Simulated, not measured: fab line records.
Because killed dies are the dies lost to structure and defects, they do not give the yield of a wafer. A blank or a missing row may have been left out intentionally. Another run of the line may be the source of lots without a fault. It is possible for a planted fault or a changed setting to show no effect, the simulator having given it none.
Matching of chambers | flow sky130 | cmp-02 running SKY_CONTACT_CMP_27: 4 sister chambers
The step polishes, stops on SiO2, t overpolish 15 s, target thk 0 nm. 4 wafers are shown with their chamber, then 9 later ones without.

== EACH WAFER AND ITS CHAMBER ==
wafer  | chamber | motor current A (A)
L721.2 | 0       | 12.9
L728.1 | 1       | 11.7
L728.3 | 3       | 10.2
L728.5 | 2       | 10.1

== WAFERS MISSING THEIR CHAMBER ==
wafer  | motor current A (A)
L731.1 | 10.2
L731.3 | 12.7
L731.5 | 10.0
L732.3 | 10.2
L732.4 | 11.7
L732.6 | 10.2
L734.2 | 13.1
L734.3 | 11.9
L734.5 | 11.8

== WHICH CHAMBER EACH ONE RAN IN ==
wafer  | from the rows above     | in truth
L731.1 | can't be placed: 3 or 2 | 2
L731.3 | 0                       | 0
L731.5 | can't be placed: 2 or 3 | 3
L732.3 | can't be placed: 3 or 2 | 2
L732.4 | 1                       | 1
L732.6 | can't be placed: 3 or 2 | 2
L734.2 | 0                       | 0
L734.3 | 1                       | 1
L734.5 | 1                       | 1
Correctly placed: 5 of 9. Unplaceable from these rows: 4, with the true chamber sitting among the candidates in 4. Placed wrongly: 0.
How it was worked out, from the rows above alone: a wafer's distance from a chamber is the root of the sum, over the readings, of the square of ((its reading less the chamber's mean) divided by the reading's scatter). The wafer belongs to the nearest chamber; if the next one is less than 2 further off, it can't be placed. The mean given for a chamber averages the wafers shown for that chamber. The scatter: root of mean squared gap, hidden wafer to nearest shown wafer, with one shown wafer a chamber.
